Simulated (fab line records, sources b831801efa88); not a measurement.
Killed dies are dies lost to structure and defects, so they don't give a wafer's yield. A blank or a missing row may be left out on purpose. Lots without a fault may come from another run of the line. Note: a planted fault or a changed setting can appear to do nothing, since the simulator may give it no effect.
Matching of chambers ; flow gf180mcu ; GF_V3_CMP_04 on cmp-02: 4 sister chambers
The step polishes SiO2. 8 wafers are shown with their chamber, then 6 later ones without.

## WAFERS, EACH WITH ITS CHAMBER
wafer;chamber;motor_current_A (A);time_to_endpoint_s (s)
L629.2;2;10.4;77
L629.4;0;11.8;80
L629.5;2;11.0;84
L632.3;1;12.7;80
L632.4;0;11.5;88
L632.6;3;11.7;84
L633.2;3;12.0;75
L633.4;1;12.3;78

## WAFERS WHOSE CHAMBER IS MISSING
wafer;motor_current_A (A);time_to_endpoint_s (s)
L633.6;11.7;78
L635.3;10.5;74
L635.4;12.7;82
L635.6;12.9;82
L640.1;10.5;80
L640.5;10.6;74

## WHICH CHAMBER EACH ONE RAN IN
wafer;from the rows above;in truth
L633.6;can't be placed: 3 or 0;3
L635.3;2;2
L635.4;1;1
L635.6;1;1
L640.1;2;2
L640.5;2;2
Placed correctly: 5 of 6. Cannot be placed on the basis of these rows: 1; the candidates contain the true chamber in 1. Placed wrongly: 0.
How it was worked out, from the rows above alone: a wafer's distance from a chamber is the root of the sum, over the readings, of the square of ((its reading less the chamber's mean) divided by the reading's scatter). The wafer belongs to the nearest chamber; if the next one is less than 2 further off, it can't be placed. The mean given for a chamber averages the wafers shown for that chamber. The scatter: the root of (the sum of the squares of (reading less its chamber's mean) over the shown wafers, divided by (wafers less chambers)).
